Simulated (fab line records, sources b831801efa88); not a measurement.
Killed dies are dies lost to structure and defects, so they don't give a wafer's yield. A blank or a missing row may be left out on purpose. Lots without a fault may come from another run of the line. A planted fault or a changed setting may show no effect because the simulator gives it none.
One fault seen from 2 desks | flow gf180mcu | each desk has only its own numbers; what lay behind them comes last

THE TOOL OWNER'S DESK: pvd_sputter-03
The tool's own readings at GF_M2_SPUTTER_03 (material Ti, target thk 10 nm, time 6.7 s): means of the sampled wafers that have a number, for each lot that ran on this tool. A lot is out of limits, marked OUT, if its mean lies more than 4 standard deviations from the usual mean; the brackets give that distance.
Columns: A = throttle_valve_pct at GF_M2_SPUTTER_03, usual 30.1 %
lot  | first seen here | A
L714 | day 20 13:26    | 30.0
L728 | day 25 06:35    | 29.7
L729 | day 25 14:23    | 30.0
This desk's finding: nothing out of limits on any of the 3 lots.

THE METROLOGY DESK
What the gauges read, lot by lot, whatever tool the lot ran on: means of the sampled wafers that have a number. A lot is out of limits, marked OUT, if its mean lies more than 4 standard deviations from the usual mean; the brackets give that distance.
Columns: A = V1_W_RS at GF_V1_RS_MEAS_24, usual 0.328 ohm/sq; B = V1_W_THK at GF_V1_THK_MEAS_25, usual 344 nm
lot  | first seen here | A     | B
L708 | day 18 04:32    | 0.328 | 343
L714 | day 20 12:47    | 0.323 | 348
L728 | day 25 05:57    | 0.327 | 345
L729 | day 25 13:46    | 0.327 | 349
L731 | day 26 03:22    | 0.332 | 339
This desk's finding: nothing out of limits on any of the 5 lots.

PUT TOGETHER
The tool owner's desk saw nothing out of limits.
The metrology desk saw nothing out of limits.

WHAT THE SIMULATOR HAD PUT IN
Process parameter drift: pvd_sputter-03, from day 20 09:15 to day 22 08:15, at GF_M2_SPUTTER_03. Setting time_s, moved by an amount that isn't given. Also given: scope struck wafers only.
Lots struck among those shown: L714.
